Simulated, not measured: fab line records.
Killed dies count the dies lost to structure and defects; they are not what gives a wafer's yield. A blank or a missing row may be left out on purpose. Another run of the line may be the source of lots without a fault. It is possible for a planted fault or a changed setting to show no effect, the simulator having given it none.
Which tool did it? ; flow sky130 ; 6 lots, 17 wafers sampled, at 3 steps of a route of 708

WHAT EACH GAUGE READ, for each wafer
SKY_VIA4_THK_MEAS_01.
lot;measured;on;VIA4_HDPCVD_THK (nm)
L450;day 42 19:01;film_metro-04;1752 1775 1776
L452;day 43 07:11;film_metro-04;1741 1765 1746
L454;day 44 01:47;film_metro-02;1736 1714 1761
L457;day 44 21:29;film_metro-04;1761 1769 1773
L463;day 46 13:43;film_metro-01;1740 1709 1728
L467;day 47 11:21;film_metro-01;1756 1430

WHAT TOOL EACH LOT RAN ON (gives the tool, then ch and the chambers of the sampled wafers, and finally the start)
lot;SKY_METAL4_METAL_ETCH_18;SKY_VIA4_HDPCVD_00
L450;rie_metal-04 ch 0,1, day 42 17:58;hdpcvd-01 ch 0,2, day 42 18:44
L452;rie_metal-04 ch 0,1, day 43 06:13;hdpcvd-01 ch 0,1, day 43 06:59
L454;rie_metal-04 ch 0,1, day 44 00:49;hdpcvd-02 ch 0,2, day 44 01:35
L457;rie_metal-03 ch 0,1, day 44 20:28;hdpcvd-01 ch 0,2, day 44 21:19
L463;rie_metal-03 ch 1, day 46 12:29;hdpcvd-02 ch 0,1,2, day 46 13:31
L467;rie_metal-01 ch 0,1, day 47 10:19;hdpcvd-02 ch 1,2, day 47 11:10
- SKY_METAL4_METAL_ETCH_18: etches the open film in Cl2/BCl3, stops on SiO2, target depth 845 nm, time 183.1 s.
- SKY_VIA4_HDPCVD_00: deposits SiO2, target thk 1750 nm, time 291.7 s.

THE ANSWER, worked out from the rows above alone
Rule: the usual values come from the lots themselves. Put in order of their means at a reading, lots are off if they are a third of the lots or fewer, leave a main group of 4 or more, and stand apart from it by a gap of 3 or more times the standard deviation of the main group's means; of several such gaps the widest counts. Not used: any main group whose means are identical at the precision the tables above print for the reading. A lot without any number at a reading at which 4 lots or more have one is off too. Any other lot the step has rows for is counted as sound.
Off: at SKY_VIA4_THK_MEAS_01 (VIA4_HDPCVD_THK), L467. Main group: mean 1750 nm, sd 17.
A tool fits if, at a process step before that reading, it ran every lot that is off, and no sound lot after the first of them. Gauges at SKY_VIA4_THK_MEAS_01: tried the same way as those tools. Can't be told from this: 3 tools fit, rie_metal-01 at SKY_METAL4_METAL_ETCH_18, hdpcvd-02 at SKY_VIA4_HDPCVD_00, film_metro-01 at SKY_VIA4_THK_MEAS_01.

WHAT THE SIMULATOR HAD PUT IN
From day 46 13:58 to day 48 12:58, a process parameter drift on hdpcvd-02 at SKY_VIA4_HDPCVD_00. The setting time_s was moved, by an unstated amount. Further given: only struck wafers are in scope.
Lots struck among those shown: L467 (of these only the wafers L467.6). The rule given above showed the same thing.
